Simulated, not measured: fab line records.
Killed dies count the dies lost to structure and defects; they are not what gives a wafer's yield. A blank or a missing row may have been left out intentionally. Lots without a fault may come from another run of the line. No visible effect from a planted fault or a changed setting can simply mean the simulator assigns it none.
Chamber matching / flow sky130 / cmp-02 running SKY_LI_CONTACT_CMP_02: 4 sister chambers
The step polishes PSG. 18 wafers are shown with their chamber, then 9 later ones without.

WAFERS PAIRED WITH THEIR CHAMBERS
wafer=L693.3; chamber=1; motor current A (A)=12.0; edge zone pressure frac=0.999; head pressure psi (psi)=3.990
wafer=L693.5; chamber=2; motor current A (A)=12.4; edge zone pressure frac=0.996; head pressure psi (psi)=3.989
wafer=L693.6; chamber=1; motor current A (A)=11.9; edge zone pressure frac=1.000; head pressure psi (psi)=3.986
wafer=L695.2; chamber=3; motor current A (A)=13.8; edge zone pressure frac=1.003; head pressure psi (psi)=4.002
wafer=L695.3; chamber=0; motor current A (A)=11.4; edge zone pressure frac=1.003; head pressure psi (psi)=4.004
wafer=L695.5; chamber=2; motor current A (A)=11.9; edge zone pressure frac=1.009; head pressure psi (psi)=3.994
wafer=L697.1; chamber=1; motor current A (A)=12.6; edge zone pressure frac=0.993; head pressure psi (psi)=4.004
wafer=L697.2; chamber=3; motor current A (A)=13.6; edge zone pressure frac=0.999; head pressure psi (psi)=4.007
wafer=L697.5; chamber=0; motor current A (A)=11.8; edge zone pressure frac=1.003; head pressure psi (psi)=4.000
wafer=L699.2; chamber=3; motor current A (A)=13.6; edge zone pressure frac=0.999; head pressure psi (psi)=4.007
wafer=L699.3; chamber=0; motor current A (A)=11.2; edge zone pressure frac=1.002; head pressure psi (psi)=3.989
wafer=L699.6; chamber=1; motor current A (A)=12.0; edge zone pressure frac=1.002; head pressure psi (psi)=4.000
wafer=L707.1; chamber=2; motor current A (A)=12.9; edge zone pressure frac=0.995; head pressure psi (psi)=3.993
wafer=L707.2; chamber=0; motor current A (A)=11.2; edge zone pressure frac=1.006; head pressure psi (psi)=4.001
wafer=L707.5; chamber=0; motor current A (A)=11.9; edge zone pressure frac=1.005; head pressure psi (psi)=4.005
wafer=L711.2; chamber=3; motor current A (A)=13.8; edge zone pressure frac=1.000; head pressure psi (psi)=3.990
wafer=L711.5; chamber=2; motor current A (A)=12.2; edge zone pressure frac=1.000; head pressure psi (psi)=4.010
wafer=L711.6; chamber=3; motor current A (A)=13.2; edge zone pressure frac=1.001; head pressure psi (psi)=4.009

SIGNATURES, as means of the wafers listed above
reading=motor current A; chamber 0=11.500; chamber 1=12.125; chamber 2=12.350; chamber 3=13.600; scatter within a chamber=0.329
reading=edge zone pressure frac; chamber 0=1.00380; chamber 1=0.99850; chamber 2=1.00000; chamber 3=1.00040; scatter within a chamber=0.00367
reading=head pressure psi; chamber 0=3.99980; chamber 1=3.99500; chamber 2=3.99650; chamber 3=4.00300; scatter within a chamber=0.00788
Rule: a wafer lies at a distance from a chamber equal to the root of the sum of squares, over the readings, of (its reading less the chamber's mean, divided by the reading's scatter). The wafer belongs to the nearest chamber; if the next one is less than 2 further off, it can't be placed. How the scatter is found: for the shown wafers, subtract from each reading the mean of its chamber, square and add these, divide the total by (wafers less chambers), then take the root.

WAFERS WITH NO CHAMBER GIVEN
wafer=L715.3; motor current A (A)=11.9; edge zone pressure frac=0.997; head pressure psi (psi)=4.002
wafer=L715.4; motor current A (A)=12.8; edge zone pressure frac=0.997; head pressure psi (psi)=4.002
wafer=L715.5; motor current A (A)=12.8; edge zone pressure frac=1.002; head pressure psi (psi)=3.995
wafer=L714.3; motor current A (A)=11.4; edge zone pressure frac=0.999; head pressure psi (psi)=4.009
wafer=L714.4; motor current A (A)=12.6; edge zone pressure frac=0.995; head pressure psi (psi)=3.995
wafer=L714.5; motor current A (A)=11.8; edge zone pressure frac=1.004; head pressure psi (psi)=3.992
wafer=L716.2; motor current A (A)=12.4; edge zone pressure frac=1.001; head pressure psi (psi)=3.996
wafer=L716.3; motor current A (A)=13.1; edge zone pressure frac=0.995; head pressure psi (psi)=4.004
wafer=L716.4; motor current A (A)=11.2; edge zone pressure frac=1.006; head pressure psi (psi)=4.011

EACH ONE'S CHAMBER
wafer=L715.3; from the rows above=can't be placed: 1 or 2 or 0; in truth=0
wafer=L715.4; from the rows above=can't be placed: 2 or 1 or 3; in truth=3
wafer=L715.5; from the rows above=can't be placed: 2 or 1 or 3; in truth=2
wafer=L714.3; from the rows above=can't be placed: 0 or 1 or 2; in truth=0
wafer=L714.4; from the rows above=can't be placed: 2 or 1 or 3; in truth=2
wafer=L714.5; from the rows above=can't be placed: 0 or 1 or 2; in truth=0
wafer=L716.2; from the rows above=can't be placed: 2 or 1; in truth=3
wafer=L716.3; from the rows above=can't be placed: 3 or 2 or 1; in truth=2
wafer=L716.4; from the rows above=0; in truth=0
Placed correctly: 1 of 9. Cannot be placed on the basis of these rows: 8; the candidates contain the true chamber in 7. Placed wrongly: 0.
